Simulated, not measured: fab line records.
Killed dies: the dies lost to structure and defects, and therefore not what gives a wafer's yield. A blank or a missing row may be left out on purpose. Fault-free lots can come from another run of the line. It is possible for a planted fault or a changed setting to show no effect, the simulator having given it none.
The same fault as seen by 2 desks    flow sky130    each desk has only its own numbers; what lay behind them comes last

THE TOOL OWNER'S DESK: furnace-01
The tool's own readings at SKY_SONOS_ONO_OXIDATION_00 (stabilise 600 s, purge 300 s, target thk 2.6 nm): means of the sampled wafers that have a number, for each lot that ran on this tool. Marked OUT: a lot whose mean sits more than 4 standard deviations from the usual mean, which makes it out of limits; the brackets give that distance. Readings shown: 7 out of 8 (the first out of limits, and those lying furthest out on some lot).
Columns: A = spike_tc_bottom_C at SKY_SONOS_ONO_OXIDATION_00, usual 819.5 C; B = spike_tc_centre_C at SKY_SONOS_ONO_OXIDATION_00, usual 801.3 C; C = spike_tc_lower_C at SKY_SONOS_ONO_OXIDATION_00, usual 800.7 C; D = spike_tc_top_C at SKY_SONOS_ONO_OXIDATION_00, usual 814.9 C; E = spike_tc_upper_C at SKY_SONOS_ONO_OXIDATION_00, usual 799.6 C; F = zone_power_centre_pct at SKY_SONOS_ONO_OXIDATION_00, usual 14.75 %; G = zone_power_lower_pct at SKY_SONOS_ONO_OXIDATION_00, usual 14.66 %
lot   first seen here  A                 B                 C                D                 E                 F      G
L339  day 11 12:55     822.2             801.9             800.6            815.3             800.5             14.77  14.71
L340  day 12 00:35     820.7             802.0             801.7            815.1             800.1             14.89  14.52
L343  day 12 19:08     821.5             801.7             801.2            816.5             800.0             14.86  14.72
L349  day 15 02:12     831.6 (+5.3) OUT  811.9 (+9.7) OUT  811.4 (+11) OUT  826.8 (+8.5) OUT  809.4 (+8.2) OUT  15.32  15.22
L351  day 15 23:43     831.9 (+5.4) OUT  812.4 (+10) OUT   810.8 (+10) OUT  826.0 (+7.9) OUT  810.7 (+9.2) OUT  15.36  15.24
L361  day 19 05:28     821.3             801.9             800.2            815.5             800.6             14.88  14.63
This desk's finding: out of limits on L349, L351; first on L349, day 15 02:12 (spike_tc_bottom_C at SKY_SONOS_ONO_OXIDATION_00). Within limits: L339, L340, L343, L361.

METROLOGY DESK
What the gauges read for every lot (on any tool): the sampled wafers with a number, averaged. Marked OUT: a lot whose mean sits more than 4 standard deviations from the usual mean, which makes it out of limits; the brackets give that distance.
Columns: A = PWDE_RS at SKY_NWELL_RS_MEAS_31, usual 5276 ohm/sq; B = VT_ADJUST_HVTP_OVL at SKY_VT_ADJUST_HVTP_OVL_MEAS_08, usual 0.1 nm; C = VT_ADJUST_NCORE_OVL at SKY_VT_ADJUST_NCORE_OVL_MEAS_08, usual 0.4 nm; D = SONOS_ONO_OXIDATION_THK at SKY_SONOS_ONO_THK_MEAS_01, usual 2.60 nm
lot   first seen here  A     B     C     D
L339  day 5 11:53      5281  0.3   1.3   2.50
L340  day 5 20:38      5268  1.7   1.9   2.62
L341  day 5 23:35      5272  2.0   0.6   2.60
L343  day 6 12:37      5287  0.4   0.9   2.59
L344  day 6 20:20      5273  -1.3  1.2   2.61
L349  day 8 04:53      5286  -0.2  -0.5  2.97 (+5.9) OUT
L351  day 8 22:10      5239  -1.6  0.5   3.07 (+7.5) OUT
L356  day 9 22:44      5293  2.1   -0.2  2.62
L357  day 10 05:19     5259  -1.3  1.4   2.55
L358  day 10 08:08     5272  -0.6  -0.6  2.59
L360  day 11 02:38     5269  -0.5  0.3   2.61
L361  day 11 08:56     5242  0.3   -2.7  2.56
Finding of this desk: L349, L351 out of limits, first seen on L349 at day 15 03:32 (SONOS_ONO_OXIDATION_THK at SKY_SONOS_ONO_THK_MEAS_01). Within limits: L339, L340, L341, L343, L344, L356, L357, L358, L360, L361.

ALL TOGETHER
At day 15 02:12, on L349, L351, the tool owner's desk was in a position to raise an alarm.
An alarm was possible from the metrology desk at day 15 03:32, on L349, L351.
SKY_SONOS_ONO_OXIDATION_00 was run on furnace-01 by each of the lots named.

WHAT THE SIMULATOR HAD PUT IN
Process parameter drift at SKY_SONOS_ONO_OXIDATION_00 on furnace-01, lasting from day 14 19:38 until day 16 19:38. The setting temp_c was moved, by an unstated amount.
Shown lots that were struck: L349, L351.
Counting hours from when the fault started, the first reading out of limits came at 7 for the tool owner's desk and at 8 for the metrology desk.
